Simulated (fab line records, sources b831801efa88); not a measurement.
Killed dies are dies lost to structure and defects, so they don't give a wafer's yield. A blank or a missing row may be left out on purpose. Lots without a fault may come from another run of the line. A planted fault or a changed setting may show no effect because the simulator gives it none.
A struck lot beside a sound one | flow sky130 | 37 steps out of a route of 708
Sound: wafers L475.1, L475.4, L475.6. Struck: wafer L487.4. (L487.2, L487.3 of the same lot were not struck and are left out.) The cause comes at the end.
At each step with rows: each side's tool, then ch and its chambers, then its first start. Under that, the readings that differ: sound wafers | struck wafers | difference of the means | sigmas: that difference in standard deviations of wafers without a fault.
alike: readings whose means differ by less than 2 such deviations, and words and numbers that are the same on both sides. not compared: withheld readings, readings that some wafer has no value for, bounds like >300 that may hide the same value, and numbers for which the record gives no deviation and whose values overlap.
The two part at a step that has a row with sigmas, a row that says differs or no value, or rows on one side only. Numbers that don't overlap but have no deviation are shown without sigmas and don't part them. A reading that every wafer of one side lacks parts them only if that side has two wafers or more.

first, 10 steps without rows for these wafers: SKY_VIA3_ETCH_15 (etches SiO2 in C4F8/O2/Ar, stops on TiN, target depth 507 nm, time 78 s); SKY_VIA3_STRIP_16 (strips in O2/N2); SKY_VIA3_STRIP_17 (strips in post etch residue remover, time 1200 s); SKY_VIA3_CLEAN_18 (cleans in IPA, time 180 s); SKY_VIA3_CLEAN_19 (cleans in O3/DIW); SKY_VIA3_SPUTTER_20 (material TiN, target thk 20 nm, time 80 s); SKY_VIA3_CVD_21 (deposits W, target thk 390 nm, time 117.31 s); SKY_VIA3_CMP_24 (polishes, stops on SiO2, t overpolish 20 s, target thk 0 nm); SKY_METAL4_SPUTTER_00 (material Ti, target thk 15 nm, time 10 s); SKY_METAL4_SPUTTER_01 (material TiN, target thk 20 nm, time 16.7 s).
SKY_METAL4_SPUTTER_02: material AlCu, target thk 735 nm, time 39.1 s.
  sound on pvd_sputter-03, day 42 02:56; struck on pvd_sputter-03, day 44 10:22
  reading                                     | sound             | struck | difference | sigmas
  model.AlCu_of_METAL4_SPUTTER_02.thk_nm (nm) | 730.8 739.1 735.7 | 857.9  | +122.7     |
  alike: throttle_valve_pct
then, 24 steps without rows for these wafers: SKY_METAL4_SPUTTER_03 (material Ti, target thk 5 nm, time 3.3 s); SKY_METAL4_SPUTTER_04 (material TiN, target thk 70 nm, time 58.3 s); SKY_CAP2M_CVD_00 (deposits SiO2, target thk 15.5 nm); SKY_CAP2M_SPUTTER_02 (material TiN, target thk 200 nm, time 166.7 s); SKY_CAP2M_DEHYDRATE_05 (time 60 s); SKY_CAP2M_HMDS_06 (prime time 60 s); SKY_CAP2M_COAT_07 (resist thk 1140 nm); SKY_CAP2M_SOFTBAKE_08 (time 60 s); SKY_CAP2M_EXPOSE_09 (exposes mask CAP2M, target cd 1000 nm); SKY_CAP2M_PEB_10; SKY_CAP2M_DEVELOP_11 (develop time 60 s); SKY_CAP2M_METAL_ETCH_13 (etches TiN in Cl2/BCl3, stops on SiO2, target depth 220 nm, time 62.9 s); SKY_CAP2M_STRIP_14 (strips in O2/N2); SKY_CAP2M_STRIP_15 (strips in post etch residue remover, time 1200 s); SKY_CAP2M_CLEAN_16 (cleans in IPA, time 180 s); SKY_CAP2M_CLEAN_17 (cleans in O3/DIW); SKY_METAL4_DEHYDRATE_05 (time 60 s); SKY_METAL4_HMDS_06 (prime time 60 s); SKY_METAL4_COAT_07 (resist thk 60 nm); SKY_METAL4_COAT_08 (resist thk 1140 nm); SKY_METAL4_SOFTBAKE_09 (time 90 s); SKY_METAL4_EXPOSE_10 (exposes mask MM4, target cd 300 nm); SKY_METAL4_PEB_11; SKY_METAL4_DEVELOP_12 (develop time 60 s).
SKY_METAL4_METAL_ETCH_18: etches the open film in Cl2/BCl3, stops on SiO2, target depth 845 nm, time 183.1 s.
  sound on rie_metal-04 ch 0,1, day 44 01:03; struck on rie_metal-01 ch 1, day 46 05:54
  reading               | sound             | struck | difference | sigmas
  oes_product_au (a.u.) | 0.869 0.870 0.863 | 0.930  | +0.063     | +10
  alike: bias_w, drypump_motor_current_A, throttle_valve_pct
  not compared: rf_hours_counter_h
-- the record jumps here: 3 days lie between the struck wafers' starts before and after (it left off in module METAL4 and takes up again in module PAD_OPEN, whose first step shown is number 708 of the route) --
SKY_PAD_OPEN_PROBE_99:
  sound on prober-02, day 47 20:08; struck on prober-01, day 49 16:28
  reading                      | sound                   | struck  | difference | sigmas
  model.etest.met4.line_ohm_um | 0.1437 0.1418 0.1435    | 0.1211  | -0.0219    |
  model.etest.met4.rs_ohm_sq   | 0.04282 0.04229 0.04254 | 0.03625 | -0.00630   |
  alike: defect_limited_yield, killed_at_M0_to_M3, killed_at_M4_up, killed_at_contacts, killed_at_front_end, killed_at_other, killed_dies, killed_open, killed_short, sort_bin_3_pad_short, sort_bin_5_function, sort_bin_6_memory, sort_n_pass, sort_yield_pct

WHERE THEY PART
Only at SKY_METAL4_METAL_ETCH_18, within this record. Later steps at which nothing parts them and some readings are alike: SKY_PAD_OPEN_PROBE_99.

WHY: what the simulator had put in
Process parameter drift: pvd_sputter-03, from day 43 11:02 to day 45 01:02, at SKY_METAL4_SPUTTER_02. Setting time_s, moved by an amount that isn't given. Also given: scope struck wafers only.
